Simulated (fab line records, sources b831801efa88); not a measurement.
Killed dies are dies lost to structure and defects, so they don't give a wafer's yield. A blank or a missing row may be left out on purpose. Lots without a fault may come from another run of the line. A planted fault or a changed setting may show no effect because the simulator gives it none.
A struck lot beside a sound one | flow sky130 | 28 steps out of a route of 708
Sound: wafers L270.2, L270.4, L270.5. Struck: wafer L253.6. (L253.5 of the same lot was not struck and is left out.) The cause comes at the end.
At each step with rows: each side's tool, then ch and its chambers, then its first start. Under that, the readings that differ: sound wafers | struck wafers | difference of the means | sigmas: that difference in standard deviations of wafers without a fault.
alike: readings whose means differ by less than 2 such deviations, and words and numbers that are the same on both sides. not compared: withheld readings, readings that some wafer has no value for, bounds like >300 that may hide the same value, and numbers for which the record gives no deviation and whose values overlap.
The two part at a step that has a row with sigmas, a row that says differs or no value, or rows on one side only. Numbers that don't overlap but have no deviation are shown without sigmas and don't part them. A reading that every wafer of one side lacks parts them only if that side has two wafers or more.

first, 6 steps without rows for these wafers: SKY_SD_N_IMPLANT_09; SKY_SD_N_IMPLANT_10; SKY_SD_N_STRIP_11 (strips in O2/N2); SKY_SD_N_CLEAN_13 (cleans in SC1/SC2, time 150 s); SKY_SD_N_RTA_14 (time 2 s); SKY_SALICIDE_CLEAN_00 (cleans in HF-last, time 30 s).
SKY_LI_CONTACT_HDPCVD_00: deposits PSG, target thk 930 nm, time 155 s.
  sound on hdpcvd-02 ch 0,1, day 34 11:58; struck on hdpcvd-02 ch 0, day 28 21:33
  reading                                       | sound             | struck | difference | sigmas
  model.PSG_of_LI_CONTACT_HDPCVD_00.thk_nm (nm) | 922.9 923.1 917.4 | 429.5  | -491.6     |
SKY_LI_CONTACT_THK_MEAS_01:
  sound on film_metro-03, day 34 12:04; struck on film_metro-04, day 28 21:39
  reading                    | sound       | struck | difference | sigmas
  LI_CONTACT_HDPCVD_THK (nm) | 923 923 918 | 429    | -492       | -64
SKY_LI_CONTACT_CMP_02: polishes PSG.
  sound on cmp-01 ch 0,2,3, day 34 12:13; struck on cmp-02 ch 0, day 28 21:52
  reading                | sound          | struck | difference | sigmas
  time_to_endpoint_s (s) | 31.6 33.9 33.3 | 13.8   | -19.1      | -8
  alike: motor_current_A
then, 9 steps without rows for these wafers: SKY_LI_CONTACT_DEHYDRATE_04 (time 60 s); SKY_LI_CONTACT_HMDS_05 (prime time 60 s); SKY_LI_CONTACT_COAT_06 (resist thk 60 nm); SKY_LI_CONTACT_COAT_07 (resist thk 450 nm); SKY_LI_CONTACT_SOFTBAKE_08 (time 90 s); SKY_LI_CONTACT_EXPOSE_09 (exposes mask LICM1, target cd 170 nm); SKY_LI_CONTACT_PEB_10; SKY_LI_CONTACT_DEVELOP_11 (develop time 60 s); SKY_LI_CONTACT_ETCH_14 (etches BARC in N2/H2, stops on SiO2, time 45.9 s, target depth 60 nm).
SKY_LI_CONTACT_ETCH_15: etches PSG in C4F8/O2/Ar, stops on Si, target depth 600 nm.
  sound on rie_diel-04 ch 0,1,2, day 35 15:20; struck on rie_diel-01 ch 0, day 30 02:53
  reading                                | sound             | struck | difference | sigmas
  oes_product_au (a.u.)                  | 0.834 0.835 0.840 | 0.709  | -0.127     | -27
  model.LI_CONTACT.feature_depth_nm (nm) | 600 597.9 598.4   | 429.5  | -169.3     |
  model.etch.depth_nm (nm)               | 600 597.9 598.4   | 429.5  | -169.3     |
then, 6 steps without rows for these wafers: SKY_LI_CONTACT_STRIP_16 (strips in O2/N2); SKY_LI_CONTACT_CLEAN_17 (cleans in NMP, time 600 s); SKY_LI_CONTACT_PRE_CLEAN_18 (time 5.6 s); SKY_LI_CONTACT_SPUTTER_19 (material Ti, target thk 20 nm, time 106.37 s); SKY_LI_CONTACT_SPUTTER_20 (material TiN, target thk 20 nm, time 80 s); SKY_LI_CONTACT_CVD_21 (deposits W, target thk 400 nm, time 120.56 s).
SKY_LI_CONTACT_CMP_24: polishes, stops on PSG, t overpolish 20 s, target thk 0 nm.
  sound on cmp-02 ch 0,1,2, day 35 16:13; struck on cmp-01 ch 1, day 30 03:52
  reading                                       | sound             | struck | difference | sigmas
  model.PSG_of_LI_CONTACT_HDPCVD_00.thk_nm (nm) | 590.5 588.4 588.9 | 420    | -169       |
  alike: motor_current_A, overpolish_run_s, time_to_endpoint_s
then, 1 step without rows for these wafers: SKY_LOCAL_INTERCONNECT_SPUTTER_00 (material TiN, target thk 100 nm, time 83.3 s).
-- the record jumps here: 16 days lie between the struck wafers' starts before and after (it left off in module LOCAL_INTERCONNECT and takes up again in module PAD_OPEN, whose first step shown is number 708 of the route) --
SKY_PAD_OPEN_PROBE_99:
  sound on prober-01, day 50 09:52; struck on prober-02, day 46 13:16
  reading                                 | sound             | struck | difference | sigmas
  killed_at_M0_to_M3                      | 29 30 37          | 48     | +16        | +2
  killed_open                             | 40 32 42          | 58     | +20        | +3
  model.etest.cap_li_to_poly.c_af_um2     | 98.36 99.55 101.5 | 195.3  | +95.5      |
  model.etest.licon_pdiff.rc_ohm          | 581.4 588 601.9   | 506.2  | -84.2      |
  model.etest.nfet_g5v0d10v5.r_on_ohm_um  | 1873 1848 1848    | 1821   | -35        |
  model.etest.licon_high_po.rc_ohm        | 351.6 344 349.7   | 313.6  | -34.8      |
  model.etest.licon_ndiff.rc_ohm          | 186.8 170.7 185.3 | 146.8  | -34.1      |
  model.etest.nfet_01v8.r_on_ohm_um       | 818.7 823.1 809.5 | 826.7  | +9.6       |
  model.etest.sonos_uncharged.r_on_ohm_um | 826.2 807.2 809.7 | 789.2  | -25.2      |
  model.etest.licon_poly.rc_ohm           | 156 149.6 154.9   | 125.3  | -28.2      |
  alike: killed_at_M4_up, killed_at_contacts, killed_at_front_end, killed_at_other, killed_dies, killed_short

WHERE THEY PART
First at SKY_LI_CONTACT_THK_MEAS_01; last, within this record, at SKY_PAD_OPEN_PROBE_99.

WHY: what the simulator had put in
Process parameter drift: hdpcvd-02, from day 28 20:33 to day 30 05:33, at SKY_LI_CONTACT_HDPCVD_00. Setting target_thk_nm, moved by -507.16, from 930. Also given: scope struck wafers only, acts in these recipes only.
